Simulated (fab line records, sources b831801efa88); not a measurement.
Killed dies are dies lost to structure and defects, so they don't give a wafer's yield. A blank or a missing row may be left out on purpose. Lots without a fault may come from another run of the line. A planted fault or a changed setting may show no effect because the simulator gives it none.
Which tool did it? | flow sky130 | 14 lots, 42 wafers sampled, at 2 steps of a route of 708

WHAT THE GAUGES READ, wafer by wafer
SKY_VT_ADJUST_HVTR_TW_MEAS_11. Usual: VT_ADJUST_HVTR_TW 210.1, standard deviation 2.8.
lot  | measured     | on            | VT_ADJUST_HVTR_TW | flag
L571 | day 9 09:02  | film_metro-03 | 211.3 211.0 211.4 |
L572 | day 9 14:50  | film_metro-01 | 205.8 204.0 206.1 |
L573 | day 9 23:17  | film_metro-04 | 210.9 210.9 211.6 |
L574 | day 10 06:59 | film_metro-01 | 206.0 204.9 205.0 |
L575 | day 10 11:37 | film_metro-04 | 211.5 212.0 212.2 |
L576 | day 10 20:47 | film_metro-04 | 212.8 212.6 213.0 |
L577 | day 11 03:55 | film_metro-01 | 206.6 207.0 207.9 |
L578 | day 11 05:50 | film_metro-03 | 211.2 212.0 212.3 |
L579 | day 11 15:08 | film_metro-03 | 210.9 211.3 212.6 |
L585 | day 13 12:38 | film_metro-01 | 221.4 220.2 221.0 | OFF
L586 | day 14 01:34 | film_metro-04 | 225.6 226.2 225.7 | OFF
L589 | day 14 21:59 | film_metro-01 | 208.1 207.9 207.3 |
L590 | day 15 00:12 | film_metro-03 | 211.0 210.3 210.0 |
L592 | day 16 02:01 | film_metro-01 | 209.7 210.5 210.4 |

WHICH TOOL RAN EACH LOT (tool, then ch and the chambers of the sampled wafers, then the start)
lot  | SKY_VT_ADJUST_HVTR_IMPLANT_09
L571 | implanter-01 ch 0, day 9 08:47
L572 | implanter-01 ch 0, day 9 14:37
L573 | implanter-03 ch 0, day 9 23:02
L574 | implanter-01 ch 0, day 10 06:44
L575 | implanter-03 ch 0, day 10 11:23
L576 | implanter-02 ch 0, day 10 20:34
L577 | implanter-02 ch 0, day 11 03:40
L578 | implanter-02 ch 0, day 11 05:38
L579 | implanter-01 ch 0, day 11 14:53
L585 | implanter-02 ch 0, day 13 12:25
L586 | implanter-02 ch 0, day 14 01:19
L589 | implanter-01 ch 0, day 14 21:46
L590 | implanter-03 ch 0, day 14 23:57
L592 | implanter-01 ch 0, day 16 01:48
- SKY_VT_ADJUST_HVTR_IMPLANT_09

WHAT THE TOOLS THEMSELVES READ (means of the sampled wafers that have a number; where no wafer has one, the mark that the record gives instead)
SKY_VT_ADJUST_HVTR_IMPLANT_09. Usual: beam_on_s 10.00 s, standard deviation 0.2; end_station_pressure_torr 5.02e-06 Torr, standard deviation 2.6e-07; faraday_current_uA 11.66, standard deviation 0.23.
lot  | tool         | beam_on_s (s) | end_station_pressure_torr (Torr) | faraday_current_uA | flag
L571 | implanter-01 | 9.90          | 5.02e-06                         | 11.81              |
L572 | implanter-01 | 10.12         | 4.82e-06                         | 11.55              |
L573 | implanter-03 | 9.79          | 5.08e-06                         | 11.89              |
L574 | implanter-01 | 9.88          | 4.89e-06                         | 11.81              |
L575 | implanter-03 | 10.07         | 5.05e-06                         | 11.59              |
L576 | implanter-02 | 9.77          | 5.05e-06                         | 11.93              |
L577 | implanter-02 | 10.03         | 4.84e-06                         | 11.65              |
L578 | implanter-02 | 10.03         | 5.33e-06                         | 11.62              |
L579 | implanter-01 | 10.00         | 5.17e-06                         | 11.67              |
L585 | implanter-02 | 12.39         | 1.08e-04                         | 9.50               | OFF
L586 | implanter-02 | 12.27         | 1.10e-04                         | 9.61               | OFF
L589 | implanter-01 | 10.27         | 4.91e-06                         | 11.34              |
L590 | implanter-03 | 10.16         | 5.16e-06                         | 11.45              |
L592 | implanter-01 | 10.00         | 4.96e-06                         | 11.60              |

THE ANSWER, worked out from the rows above alone
Rule: a lot is off if the mean of its wafers that have a number lies more than 3 standard deviations from the usual mean. A lot without any number at a reading at which 4 lots or more have one is off too. The other lots that the step has rows for count as sound. The gauges are gone through in route order, then the tools' own readings, and for those a lot's mean is taken as printed above. The first step at which some lot is off is used, and at that step the reading that is off furthest; a lot without a number counts as furthest.
Off: L585, L586, at SKY_VT_ADJUST_HVTR_TW_MEAS_11 (VT_ADJUST_HVTR_TW).
A tool fits if, at a process step before that reading, it ran every lot that is off, and no sound lot after the first of them. The gauges at SKY_VT_ADJUST_HVTR_TW_MEAS_11 aren't tried: what is off there is off at SKY_VT_ADJUST_HVTR_IMPLANT_09 too, on other tools, and a gauge's error can't cause that. One fits: implanter-02 at SKY_VT_ADJUST_HVTR_IMPLANT_09. Its last sound lot is L578 (day 11 05:38), its first lot that is off L585 (day 13 12:25): a fault that began between those two fits.
The tool's own readings at SKY_VT_ADJUST_HVTR_IMPLANT_09 bear it out: on the lots that are off they differ by more than 5 times the standard deviation of the sound lots' means. beam_on_s reads 12.33 s there against 10.00 s on the sound lots; end_station_pressure_torr reads 1.09e-04 Torr there against 5.02e-06 Torr on the sound lots; faraday_current_uA reads 9.55 there against 11.66 on the sound lots.

WHAT THE SIMULATOR HAD PUT IN
Process parameter drift: implanter-02, from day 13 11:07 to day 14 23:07, at SKY_VT_ADJUST_HVTR_IMPLANT_09. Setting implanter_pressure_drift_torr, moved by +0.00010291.
Process parameter drift: implanter-02, from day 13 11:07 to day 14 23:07, at SKY_VT_ADJUST_HVTR_IMPLANT_09. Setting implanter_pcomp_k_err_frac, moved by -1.
Lots struck among those shown: L585, L586. The rule above found the same.
